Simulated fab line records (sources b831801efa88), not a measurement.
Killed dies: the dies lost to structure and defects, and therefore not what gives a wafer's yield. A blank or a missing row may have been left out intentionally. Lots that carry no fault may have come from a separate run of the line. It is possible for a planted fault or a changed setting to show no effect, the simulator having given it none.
fab line records | flow gf180mcu
[record] lots = 6 | wafers = 18 | lastDay = 34
route steps=602 shown M2@366
lots untouched by any fault: they come from a run of this same line in which no faults occurred
startH: hours from the record's first day to the start of the lot's first wafer shown | waitH: time in hours since the lot's previous step | " unchanged from the row above | L1.1+2: several wafers, shown together as one row | - no value, or no start given | * or withheld: withheld | < > ~ a bound
route shown NAME@n: NAME is a module with steps in the file, n the number in the route of the first one | usual: average and standard deviation across the fault-free wafers | same: alike in all rows | chamber/n: place in a boat | sites: readings site by site | _std_site: how widely they spread, as a standard deviation | _edge_site: mean of outer sites minus mean of inner sites | radiusMm: how far each site lies from the wafer's centre | mask NAME#n: copy n | behind: the last tool/chamber to shape the wafer | hold: the reason the lot was held/the length of the hold in hours/how it ended | device: whichever transistor did not switch (one of n, p or np) | end of line: the tests these same wafers got at the end of their route | a step with no rows: only its recipe | killed: not the wafer's yield, but the dies lost to structure and defects at the first sort | map: shows each die of a wafer: x if killed, . if not, _ if none is there
set.NAME: the setting the step ran with; set.NAME@STEP: the setting that earlier step ran with | model.NAME: the simulator's own value behind a step, which no gauge read
a table for each step, a row for each wafer; lots at some steps of the route
services: from which hour (startH, from the record's first day; less than 0 if before it) a tool's chamber was out of use, for how many hours, and why
[[steps]]
[step GF_M2_SPUTTER_04]
[recipe] material = TiN | targetThkNm = 50 | powerW = 6500 | timeS = 41.7 | chamberPressurePa = 0.4
[usual] throttleValvePct = 29.2/1.4
lot.wafer | tool          | chamber | startH | waitH | throttleValvePct
L613.3    | pvdSputter-02 | -       | 428.57 | 0.0   | 28.7
L613.4    | "             | -       | "      | "     | 29.9
L613.6    | "             | -       | "      | "     | 28.5
L616.1    | pvdSputter-01 | -       | 448.03 | 0.0   | 31.1
L616.2    | "             | -       | "      | "     | 29.8
L616.5    | "             | -       | "      | "     | 31.5
L624.2    | pvdSputter-01 | -       | 524.16 | 0.0   | 29.6
L624.3    | "             | -       | "      | "     | 31.1
L624.5    | "             | -       | "      | "     | 29.7
L628.1    | pvdSputter-02 | -       | 557.23 | 0.0   | 30.4
L628.3    | "             | -       | "      | "     | 29.9
L628.4    | "             | -       | "      | "     | 28.3
L632.3    | pvdSputter-04 | -       | 581.15 | 0.0   | 28.2
L632.4    | "             | -       | "      | "     | 30.5
L632.5    | "             | -       | "      | "     | 28.3
L634.3    | pvdSputter-02 | -       | 597.02 | 0.0   | 29.9
L634.4    | "             | -       | "      | "     | 28.4
L634.5    | "             | -       | "      | "     | 30.2
[step GF_M2_RS_MEAS_05]
[recipe] thkMeasGauge = four-point-probe | reads = TiN_of_M2_SPUTTER_04+Ti_of_M2_SPUTTER_03+AlCu_of_M2_SPUTTER_02+TiN_of_M2_SPUTTER_01+Ti_of_M2_SPUTTER_00
[usual] M2_ALCU_RS = 0.0696/0.00098
lot.wafer | tool         | chamber | startH | waitH | M2_ALCU_RS[ohm/sq]
L613.3    | filmMetro-01 | -       | 428.65 | 0.1   | 0.0705
L613.4    | "            | -       | "      | "     | 0.0705
L613.6    | "            | -       | "      | "     | 0.0701
L616.1    | filmMetro-04 | -       | 448.07 | 0.0   | 0.0705
L616.2    | "            | -       | "      | "     | 0.0687
L616.5    | "            | -       | "      | "     | 0.0708
L624.2    | filmMetro-01 | -       | 524.22 | 0.0   | 0.0699
L624.3    | "            | -       | "      | "     | 0.0720
L624.5    | "            | -       | "      | "     | 0.0704
L628.1    | filmMetro-02 | -       | 557.27 | 0.0   | 0.0700
L628.3    | "            | -       | "      | "     | 0.0697
L628.4    | "            | -       | "      | "     | 0.0697
L632.3    | filmMetro-01 | -       | 581.23 | 0.1   | 0.0680
L632.4    | "            | -       | "      | "     | 0.0696
L632.5    | "            | -       | "      | "     | 0.0687
L634.3    | filmMetro-02 | -       | 597.10 | 0.1   | 0.0702
L634.4    | "            | -       | "      | "     | 0.0702
L634.5    | "            | -       | "      | "     | 0.0710
[step GF_M2_THK_MEAS_06]
[recipe] thkMeasGauge = xrf | reads = AlCu_of_M2_SPUTTER_02
[usual] M2_ALCU_THK = 447/6.8
lot.wafer | tool         | chamber | startH | waitH | M2_ALCU_THK[nm]
L613.3    | filmMetro-01 | -       | 428.75 | 0.1   | 439
L613.4    | "            | -       | "      | "     | 441
L613.6    | "            | -       | "      | "     | 443
L616.1    | filmMetro-04 | -       | 448.19 | 0.1   | 444
L616.2    | "            | -       | "      | "     | 454
L616.5    | "            | -       | "      | "     | 444
L624.2    | filmMetro-01 | -       | 524.33 | 0.1   | 441
L624.3    | "            | -       | "      | "     | 431
L624.5    | "            | -       | "      | "     | 439
L628.1    | filmMetro-02 | -       | 557.39 | 0.1   | 441
L628.3    | "            | -       | "      | "     | 442
L628.4    | "            | -       | "      | "     | 440
L632.3    | filmMetro-01 | -       | 581.33 | 0.1   | 456
L632.4    | "            | -       | "      | "     | 447
L632.5    | "            | -       | "      | "     | 450
L634.3    | filmMetro-02 | -       | 597.20 | 0.1   | 441
L634.4    | "            | -       | "      | "     | 440
L634.5    | "            | -       | "      | "     | 438
[step GF_M2_DEHYDRATE_07]
[recipe] tempC = 200 | timeS = 60
[step GF_M2_HMDS_08]
[recipe] primeTimeS = 60 | primeTempC = 120
[step GF_M2_COAT_09]
[recipe] resist = KrF | spinRpm = withheld | resistThkNm = 1006
[step GF_M2_SOFTBAKE_10]
[recipe] tempC = 130 | timeS = 60 | resist = KrF
[step GF_M2_EXPOSE_11]
[recipe] maskId = Metal2 | targetCdNm = 280 | na = 0.68 | sourceShape = conventional | sigmaOuter = 0.6 | doseMj = 28
[step GF_M2_PEB_12]
[recipe] pebTempC = 135 | pebTimeS = 90 | resist = KrF
[step GF_M2_DEVELOP_13]
[recipe] developTimeS = 60 | devTempC = 21
[step GF_M2_CD_MEAS_14]
[recipe] targetCdNm = 280
[usual] cdNm = 280.2/1.2
lot.wafer | tool     | chamber | startH | waitH | cdNm
L613.3    | cdSem-01 | -       | 453.15 | 0.1   | 280.5
L613.4    | "        | -       | "      | "     | 280.9
L613.6    | "        | -       | "      | "     | 280.4
L616.1    | cdSem-01 | -       | 472.68 | 0.1   | 280.8
L616.2    | "        | -       | "      | "     | 280.7
L616.5    | "        | -       | "      | "     | 281.1
L624.2    | cdSem-02 | -       | 547.15 | 0.1   | 279.0
L624.3    | "        | -       | "      | "     | 279.5
L624.5    | "        | -       | "      | "     | 278.1
L628.1    | cdSem-02 | -       | 579.06 | 0.1   | 279.4
L628.3    | "        | -       | "      | "     | 278.7
L628.4    | "        | -       | "      | "     | 280.1
L632.3    | cdSem-02 | -       | 602.39 | 0.1   | 281.6
L632.4    | "        | -       | "      | "     | 279.8
L632.5    | "        | -       | "      | "     | 282.4
L634.3    | cdSem-01 | -       | 617.65 | 0.1   | 280.1
L634.4    | "        | -       | "      | "     | 279.6
L634.5    | "        | -       | "      | "     | 280.3
[step GF_M2_OVL_MEAS_15]
[usual] M2_OVL = -2/5.2
lot.wafer | tool       | chamber | startH | waitH | M2_OVL[nm]
L613.3    | overlay-02 | -       | 453.24 | 0.1   | -1
L613.4    | "          | -       | "      | "     | 2
L613.6    | "          | -       | "      | "     | 3
L616.1    | overlay-01 | -       | 472.80 | 0.1   | -8
L616.2    | "          | -       | "      | "     | -6
L616.5    | "          | -       | "      | "     | -5
L624.2    | overlay-02 | -       | 547.25 | 0.1   | -5
L624.3    | "          | -       | "      | "     | -2
L624.5    | "          | -       | "      | "     | -6
L628.1    | overlay-02 | -       | 579.18 | 0.1   | -5
L628.3    | "          | -       | "      | "     | -1
L628.4    | "          | -       | "      | "     | 0
L632.3    | overlay-02 | -       | 602.49 | 0.1   | 0
L632.4    | "          | -       | "      | "     | -6
L632.5    | "          | -       | "      | "     | 0
L634.3    | overlay-02 | -       | 617.74 | 0.1   | -10
L634.4    | "          | -       | "      | "     | -14
L634.5    | "          | -       | "      | "     | -14
[step GF_M2_METAL_ETCH_16]
[recipe] chemistry = Cl2/BCl3 | maskMaterial = KrF | targetDepthNm = 750.8 | stopOn = SiO2 | pressureMtorr = 8 | icpW = 800 | biasW = 140 | Cl2_flow_sccm = 80 | bcl3FlowSccm = 40 | timeS = 125.1
[usual] drypumpMotorCurrentA = 5.7/0.58 | oesProductAu = 0.990/0.0063 | rfFwdPowerW = 795.5/2.5 | throttleValvePct = 28.232/0.01
lot.wafer | tool        | chamber | startH | waitH | drypumpMotorCurrentA | oesProductAu | rfFwdPowerW | rfHoursCounterH | throttleValvePct | model.KrF_of_M2_COAT_09.thkNm
L613.3    | rieMetal-03 | 1       | 453.31 | 0.1   | 5.9                  | 0.987        | 802.1       | -               | 28.236           | 695.4
L613.4    | "           | 0       | "      | "     | 4.7                  | 0.976        | 797.6       | -               | 28.256           | 702.3
L613.6    | "           | 0       | "      | "     | 4.7                  | 0.975        | 797.8       | -               | 28.262           | 704
L616.1    | rieMetal-01 | 1       | 472.83 | 0.0   | 5.1                  | 0.985        | 792.9       | 12              | 28.251           | 696.6
L616.2    | "           | 1       | "      | "     | 5.1                  | 0.984        | 790.0       | -               | 28.265           | 696.9
L616.5    | "           | 1       | "      | "     | 5.1                  | 0.984        | 794.1       | -               | 28.235           | 697.9
L624.2    | rieMetal-01 | 1       | 547.28 | 0.0   | 5.1                  | 0.904        | 792.3       | 0               | 28.334           | 739
L624.3    | "           | 1       | "      | "     | 5.1                  | 0.902        | 787.5       | -               | 28.326           | 734
L624.5    | "           | 0       | "      | "     | 6.4                  | 0.910        | 798.7       | -               | 28.322           | 733.8
L628.1    | rieMetal-01 | 1       | 579.21 | 0.0   | 5.2                  | 0.918        | 791.3       | 1               | 28.313           | 727.3
L628.3    | "           | 1       | "      | "     | 5.1                  | 0.917        | 793.7       | -               | 28.307           | 725
L628.4    | "           | 0       | "      | "     | 6.4                  | 0.918        | 796.5       | -               | 28.315           | 725.8
L632.3    | rieMetal-04 | 0       | 602.55 | 0.1   | 5.5                  | 0.990        | 793.6       | -               | 28.239           | 692.7
L632.4    | "           | 1       | "      | "     | 6.2                  | 0.988        | 793.4       | -               | 28.236           | 692.3
L632.5    | "           | 0       | "      | "     | 5.5                  | 0.980        | 791.7       | -               | 28.230           | 696.4
L634.3    | rieMetal-03 | 1       | 617.80 | 0.1   | 5.9                  | 0.995        | 794.1       | -               | 28.225           | 689.2
L634.4    | "           | 0       | "      | "     | 4.7                  | 0.990        | 797.1       | -               | 28.223           | 689.7
L634.5    | "           | 0       | "      | "     | 4.7                  | 0.985        | 793.8       | -               | 28.230           | 689.2
[step GF_M2_STRIP_17]
[recipe] chemistry = O2/N2 | powerW = 1400 | pressureMtorr = 1500 | platenTempC = 250 | o2FlowSccm = 3000 | n2FlowSccm = 300 | overashFraction = 0.5
[usual] drypumpMotorCurrentA = 5.4/0.61 | heaterPowerW = 295/22 | oesProductAu = 0.540/0.005 | stripTimeToEndpointS = 7.44/0.054
lot.wafer | tool           | chamber | startH | waitH | drypumpMotorCurrentA | heaterPowerW | oesProductAu | rfHoursCounterH | stripTimeToEndpointS
L613.3    | plasmaAsher-04 | 0       | 453.43 | 0.1   | 4.7                  | 312          | 0.542        | -               | 7.49
L613.4    | "              | 1       | "      | "     | 5.1                  | 256          | 0.541        | -               | 7.57
L613.6    | "              | 0       | "      | "     | 4.7                  | 319          | 0.547        | -               | 7.58
L616.1    | plasmaAsher-03 | 0       | 473.09 | 0.2   | 6.0                  | 287          | 0.550        | 68              | 7.50
L616.2    | "              | 1       | "      | "     | 5.7                  | 304          | 0.540        | 68              | 7.51
L616.5    | "              | 0       | "      | "     | 6.1                  | 287          | 0.543        | -               | 7.52
L624.2    | plasmaAsher-04 | 0       | 547.41 | 0.1   | 4.7                  | 312          | 0.570        | 91              | 7.91
L624.3    | "              | 0       | "      | "     | 4.7                  | 321          | 0.555        | -               | 7.87
L624.5    | "              | 0       | "      | "     | 4.7                  | 314          | 0.554        | -               | 7.85
L628.1    | plasmaAsher-04 | 0       | 579.34 | 0.1   | 4.7                  | 313          | 0.552        | 94              | 7.80
L628.3    | "              | 1       | "      | "     | 5.1                  | 258          | 0.544        | -               | 7.78
L628.4    | "              | 0       | "      | "     | 4.7                  | 320          | 0.555        | -               | 7.79
L632.3    | plasmaAsher-03 | 1       | 602.67 | 0.1   | 5.7                  | 312          | 0.540        | -               | 7.47
L632.4    | "              | 0       | "      | "     | 6.1                  | 286          | 0.539        | -               | 7.45
L632.5    | "              | 0       | "      | "     | 6.1                  | 290          | 0.540        | -               | 7.49
L634.3    | plasmaAsher-03 | 0       | 617.92 | 0.1   | 6.1                  | 282          | 0.542        | -               | 7.42
L634.4    | "              | 1       | "      | "     | 5.7                  | 312          | 0.536        | -               | 7.43
L634.5    | "              | 1       | "      | "     | 5.7                  | 306          | 0.538        | -               | 7.43
[step GF_M2_STRIP_18]
[recipe] chemistry = postEtchResidueRemover | timeS = 1200 | tempC = 72.5
[[services]]
tool           | chamber | startH | hours | kind
pvdSputter-01  | -       | 421.59 | 3.7   | repair
pvdSputter-04  | -       | 428.73 | 4.3   | repair
pvdSputter-04  | -       | 438.88 | 1.6   | repair
rieMetal-04    | 1       | 443.07 | 3.8   | repair
rieMetal-01    | 0       | 455.82 | 21.0  | repair
pvdSputter-01  | 0       | 461.19 | -     | consumableReplace:kit
pvdSputter-01  | 0       | 461.19 | 18.0  | scheduledDown
pvdSputter-01  | -       | 470.32 | 4.6   | repair
rieMetal-01    | 0       | 476.79 | -     | clean
rieMetal-01    | 0       | 476.79 | 20.8  | scheduledDown
rieMetal-01    | 0       | 476.79 | 20.8  | ventCycle
rieMetal-03    | 0       | 477.82 | 8.3   | repair
rieMetal-01    | 1       | 483.96 | 5.6   | repair
rieMetal-01    | 0       | 502.38 | 15.4  | repair
rieMetal-01    | 1       | 517.81 | -     | clean
rieMetal-01    | 1       | 517.81 | 16.0  | scheduledDown
rieMetal-01    | 1       | 517.81 | 16.0  | ventCycle
plasmaAsher-04 | -       | 524.46 | 0.7   | repair
pvdSputter-02  | 1       | 561.24 | -     | consumableReplace:kit
pvdSputter-02  | 1       | 561.24 | 18.0  | scheduledDown
pvdSputter-02  | 1       | 561.24 | 18.0  | ventCycle
plasmaAsher-03 | -       | 577.23 | 17.1  | repair
rieMetal-01    | 0       | 598.64 | 21.2  | repair
rieMetal-01    | 1       | 603.35 | 7.5   | repair
[[key]]
[firstSign] step = GF_M2_METAL_ETCH_16 | reading = oesProductAu | direction = down | sigmas = 12 | usual = 0.990 | struck = 0.911
[effect] step = GF_M2_METAL_ETCH_16 | reading = throttleValvePct | direction = up | sigmas = 8.4 | usual = 28.232 | struck = 28.320
[effect] step = GF_M2_STRIP_17 | reading = stripTimeToEndpointS | direction = up | sigmas = 7.4 | usual = * | struck = *
[modelEffect] step = GF_M2_METAL_ETCH_16 | value = KrF_of_M2_COAT_09.thkNm | without = 686.1 | struck = 730.8
metAt GF_M2_METAL_ETCH_16
struckWafers L624.2,L624.3,L624.5,L628.1,L628.3,L628.4
sortLeftOut L624.2,L624.3,L624.5,L628.1,L628.3,L628.4
onsetBetween 472.83 547.28
[fault] kind = processParameterDrift | tool = rieMetal-01 | chamber = - | onsetH = 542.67 | steps = GF_M2_METAL_ETCH_16 | channel = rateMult | offset = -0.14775 | shape = step | endH = 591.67
// sortLeftOut: the simulated sort isn't trusted on such a fault, so these wafers' sort isn't shown, and their yield isn't known
